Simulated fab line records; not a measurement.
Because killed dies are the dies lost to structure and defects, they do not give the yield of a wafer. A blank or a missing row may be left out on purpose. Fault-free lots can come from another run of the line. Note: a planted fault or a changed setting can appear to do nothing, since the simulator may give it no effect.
Which tool did it? / flow sky130 / 21 wafers sampled from 7 lots at 1 step of a route of 708

== WHAT EACH GAUGE READ, for each wafer ==
SKY_VT_ADJUST_NCORE_CD_MEAS_07: the cd target is 380 nm.
lot=L703; measured=day 9 00:10; on=cd sem-01; cd nm (nm)=381.3 383.7 382.9
lot=L706; measured=day 9 22:26; on=cd sem-02; cd nm (nm)=379.2 379.6 378.8
lot=L712; measured=day 12 04:26; on=cd sem-02; cd nm (nm)=378.1 379.5 376.8
lot=L714; measured=day 12 15:41; on=cd sem-02; cd nm (nm)=379.8 382.0 379.9
lot=L718; measured=day 13 16:21; on=cd sem-01; cd nm (nm)=374.9 379.5 378.3
lot=L721; measured=day 14 22:54; on=cd sem-01; cd nm (nm)=379.0 380.1 380.0
lot=L723; measured=day 15 06:55; on=cd sem-02; cd nm (nm)=384.0 383.2 380.4

== WHAT TOOL EACH LOT RAN ON (gives the tool, then ch and the chambers of the sampled wafers, and finally the start) ==
The record holds no process step before these readings.

== THE ANSWER, worked out from the rows above alone ==
Rule: usual is defined by the lots themselves. Put in order of their means at a reading, lots are off if they are a third of the lots or fewer, leave a main group of 4 or more, and stand apart from it by a gap of 3 or more times the standard deviation of the main group's means; of several such gaps the widest counts. A main group is skipped when, at the precision printed for the reading in the tables above, its means are all equal. A lot without any number at a reading at which 4 lots or more have one is off too. Where the step has rows for the other lots, those lots are counted as sound.
No lot is off at any reading shown: from this, nothing can be told.

== WHAT THE SIMULATOR HAD INSERTED ==
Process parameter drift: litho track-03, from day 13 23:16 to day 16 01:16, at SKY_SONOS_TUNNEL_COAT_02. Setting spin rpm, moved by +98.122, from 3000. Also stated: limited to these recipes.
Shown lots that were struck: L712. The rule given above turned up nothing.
